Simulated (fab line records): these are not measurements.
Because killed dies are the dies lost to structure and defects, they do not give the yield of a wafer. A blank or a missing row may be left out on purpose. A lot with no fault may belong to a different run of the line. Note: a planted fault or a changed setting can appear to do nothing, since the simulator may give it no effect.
Chamber matching :: flow sky130 :: SKY_VIA4_CMP_02 on cmp-02 has 4 sister chambers
The step polishes SiO2. 7 wafers are shown with their chamber, then 9 later ones without.

## WAFERS WITH THEIR CHAMBER
wafer: L948.1
chamber: 1
motor current A (A): 13.5
retaining ring pressure frac: 1.000

wafer: L950.6
chamber: 0
motor current A (A): 12.9
retaining ring pressure frac: 1.007

wafer: L953.5
chamber: 3
motor current A (A): 12.1
retaining ring pressure frac: 0.996

wafer: L953.6
chamber: 2
motor current A (A): 11.6
retaining ring pressure frac: 1.007

wafer: L964.1
chamber: 3
motor current A (A): 12.0
retaining ring pressure frac: 0.999

wafer: L964.5
chamber: 0
motor current A (A): 12.5
retaining ring pressure frac: 1.002

wafer: L964.6
chamber: 1
motor current A (A): 12.9
retaining ring pressure frac: 1.004

## WAFERS WHOSE CHAMBER IS MISSING
wafer: L966.2
motor current A (A): 11.8
retaining ring pressure frac: 0.992

wafer: L966.4
motor current A (A): 11.3
retaining ring pressure frac: 1.002

wafer: L966.5
motor current A (A): 12.5
retaining ring pressure frac: 1.005

wafer: L967.4
motor current A (A): 13.1
retaining ring pressure frac: 0.997

wafer: L967.5
motor current A (A): 12.9
retaining ring pressure frac: 1.012

wafer: L967.6
motor current A (A): 13.1
retaining ring pressure frac: 1.001

wafer: L968.1
motor current A (A): 12.4
retaining ring pressure frac: 1.007

wafer: L968.5
motor current A (A): 12.6
retaining ring pressure frac: 1.009

wafer: L968.6
motor current A (A): 13.2
retaining ring pressure frac: 1.006

## CHAMBER TAKEN BY EACH
wafer: L966.2
from the rows above: 3
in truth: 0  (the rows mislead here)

wafer: L966.4
from the rows above: can't be placed: 2 or 3
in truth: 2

wafer: L966.5
from the rows above: can't be placed: 0 or 1
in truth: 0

wafer: L967.4
from the rows above: can't be placed: 1 or 0 or 3
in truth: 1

wafer: L967.5
from the rows above: can't be placed: 0 or 1
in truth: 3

wafer: L967.6
from the rows above: can't be placed: 1 or 0
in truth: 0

wafer: L968.1
from the rows above: can't be placed: 0 or 2 or 1
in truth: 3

wafer: L968.5
from the rows above: can't be placed: 0 or 1 or 2
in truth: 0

wafer: L968.6
from the rows above: can't be placed: 1 or 0
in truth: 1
0 of 9 placed correctly. Can't be placed from these rows: 8 (the true chamber is among the candidates in 6). Wrongly placed: 1.
How it was worked out, from the rows above alone: a wafer's distance from a chamber is the root of the sum, over the readings, of the square of ((its reading less the chamber's mean) divided by the reading's scatter). The wafer belongs to the nearest chamber; if the next one is less than 2 further off, it can't be placed. Each chamber's mean is taken over the wafers shown for it. The scatter is the square root of a quotient: the sum, over the shown wafers, of each reading's squared deviation from its chamber's mean, divided by wafers minus chambers.
